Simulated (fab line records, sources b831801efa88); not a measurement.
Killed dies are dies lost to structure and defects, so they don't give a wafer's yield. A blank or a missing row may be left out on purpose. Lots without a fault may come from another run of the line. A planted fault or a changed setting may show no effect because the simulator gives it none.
Chamber matching | flow sky130 | SKY_VIA3_CMP_02 on cmp-01: 4 sister chambers
The step polishes SiO2. 4 wafers are shown with their chamber, then 12 later ones without.

WAFERS WITH THEIR CHAMBER
wafer  | chamber | motor_current_A (A)
L088.4 | 1       | 12.4
L091.2 | 0       | 12.0
L091.4 | 2       | 14.7
L091.6 | 3       | 13.3

WAFERS WITHOUT THEIR CHAMBER
wafer  | motor_current_A (A)
L093.3 | 15.0
L093.4 | 13.4
L093.6 | 14.7
L094.1 | 12.8
L094.3 | 14.3
L094.4 | 11.8
L096.2 | 13.0
L096.4 | 14.7
L096.6 | 11.9
L097.1 | 11.8
L097.3 | 15.0
L097.4 | 12.2

WHICH CHAMBER EACH WENT THROUGH
wafer  | from the rows above          | in truth
L093.3 | 2                            | 2
L093.4 | 3                            | 3
L093.6 | 2                            | 2
L094.1 | can't be placed: 1 or 3 or 0 | 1
L094.3 | 2                            | 2
L094.4 | can't be placed: 0 or 1      | 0
L096.2 | can't be placed: 3 or 1      | 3
L096.4 | 2                            | 2
L096.6 | can't be placed: 0 or 1      | 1
L097.1 | can't be placed: 0 or 1      | 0
L097.3 | 2                            | 2
L097.4 | can't be placed: 0 or 1      | 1
Placed correctly: 6 of 12. Can't be placed from these rows: 6 (the true chamber is among the candidates in 6). Placed wrongly: 0.
How it was worked out, from the rows above alone: a wafer's distance from a chamber is the root of the sum, over the readings, of the square of ((its reading less the chamber's mean) divided by the reading's scatter). The wafer belongs to the nearest chamber; if the next one is less than 2 further off, it can't be placed. A chamber's mean is the mean of its shown wafers. The scatter: with one shown wafer a chamber, the root of the mean of the squares of how far each hidden wafer lies from its nearest shown one.
